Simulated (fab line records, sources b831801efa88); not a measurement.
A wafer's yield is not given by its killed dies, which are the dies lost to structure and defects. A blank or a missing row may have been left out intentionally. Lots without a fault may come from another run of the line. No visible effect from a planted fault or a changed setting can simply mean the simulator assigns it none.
Commonality check across tools    flow gf180mcu    Sample size 12 lots and 36 wafers

== REASON IT WAS OPENED ==
GF_MVPSD_TW_MEAS_11, reading MVPSD_TW: flagged on 2 of 12 lots. No-fault wafers: 551.3, standard deviation 3.
Rule: flag the lot when none of its wafers has a number, or when each of its wafers that has one lies beyond 4 standard deviations from that mean. All remaining lots are regarded as sound.

lot   measured      on            MVPSD_TW, wafer by wafer  flag
L423  day 5 08:35   filmMetro-01  550.2 552.5 554.6         
L425  day 5 19:38   filmMetro-03  558.3 554.9 556.5         
L429  day 7 00:18   filmMetro-04  551.1 549.5 551.9         
L430  day 7 04:01   filmMetro-04  548.3 549.6 549.5         
L432  day 7 16:57   filmMetro-01  691.3 695.1 695.1         FLAGGED
L433  day 7 21:05   filmMetro-01  687.6 692.5 692.3         FLAGGED
L435  day 8 07:25   filmMetro-01  556.1 552.5 555.6         
L441  day 9 21:33   filmMetro-04  549.7 551.5 551.6         
L442  day 10 00:58  filmMetro-04  551.2 548.7 547.6         
L443  day 10 05:35  filmMetro-03  549.4 551.0 553.9         
L444  day 10 14:23  filmMetro-04  546.6 549.4 546.2         
L445  day 10 18:20  filmMetro-04  547.3 549.4 550.0         
The numbers of the flagged lots are 692.3 on average: +141.0 against the usual, or +47 standard deviations.

== TOOL THAT RAN EACH LOT ==
The record keeps 1 process step preceding the reading, out of 602 steps on the route. Each cell gives the tool, then ch followed by the chambers the sampled wafers passed through, then the start.
lot   flag     GF_LVPWELL_COAT_02
L423           lithoTrack-02 ch 0, day 3 20:08
L425           lithoTrack-03 ch 0, day 4 06:28
L429           lithoTrack-04 ch 0, day 5 09:40
L430           lithoTrack-03 ch 0, day 5 12:20
L432  FLAGGED  lithoTrack-03, day 6 02:07
L433  FLAGGED  lithoTrack-04, day 6 04:43
L435           lithoTrack-03 ch 0, day 6 14:22
L441           lithoTrack-03 ch 0, day 8 00:37
L442           lithoTrack-04 ch 0, day 8 05:34
L443           lithoTrack-02 ch 0, day 8 09:23
L444           lithoTrack-03 ch 0, day 8 17:40
L445           lithoTrack-04 ch 0, day 8 20:38
What the steps here do:
- GF_LVPWELL_COAT_02: resist thk 3000 nm.
- GF_MVPSD_TW_MEAS_11

== FLAGGED OVER TOTAL, TOOL BY TOOL (the gauges that took the reading come last) ==
step                 tool           lots run  flagged  share of the flagged lots  sound lots run after its first flagged lot
GF_LVPWELL_COAT_02   lithoTrack-02  2         0        none                       -
GF_LVPWELL_COAT_02   lithoTrack-03  6         1        some                       3 (L435,L441,L444)
GF_LVPWELL_COAT_02   lithoTrack-04  4         1        some                       2 (L442,L445)
GF_MVPSD_TW_MEAS_11  filmMetro-01   4         2        all                        1 (L435)
GF_MVPSD_TW_MEAS_11  filmMetro-03   2         0        none                       -
GF_MVPSD_TW_MEAS_11  filmMetro-04   6         0        none                       -

== WHAT THE TABLE PERMITS ==
1 row of the table ran every flagged lot: filmMetro-01 at GF_MVPSD_TW_MEAS_11.
- filmMetro-01 at GF_MVPSD_TW_MEAS_11 ran 4 lots, 2 of them flagged. Sound lots followed the first flagged one (L435) on it, something a lasting fault affecting the whole tool could not allow.
Not one row of the table ran every flagged lot while running no sound lot after the first.

== WHAT WAS PUT IN BY THE SIMULATOR ==
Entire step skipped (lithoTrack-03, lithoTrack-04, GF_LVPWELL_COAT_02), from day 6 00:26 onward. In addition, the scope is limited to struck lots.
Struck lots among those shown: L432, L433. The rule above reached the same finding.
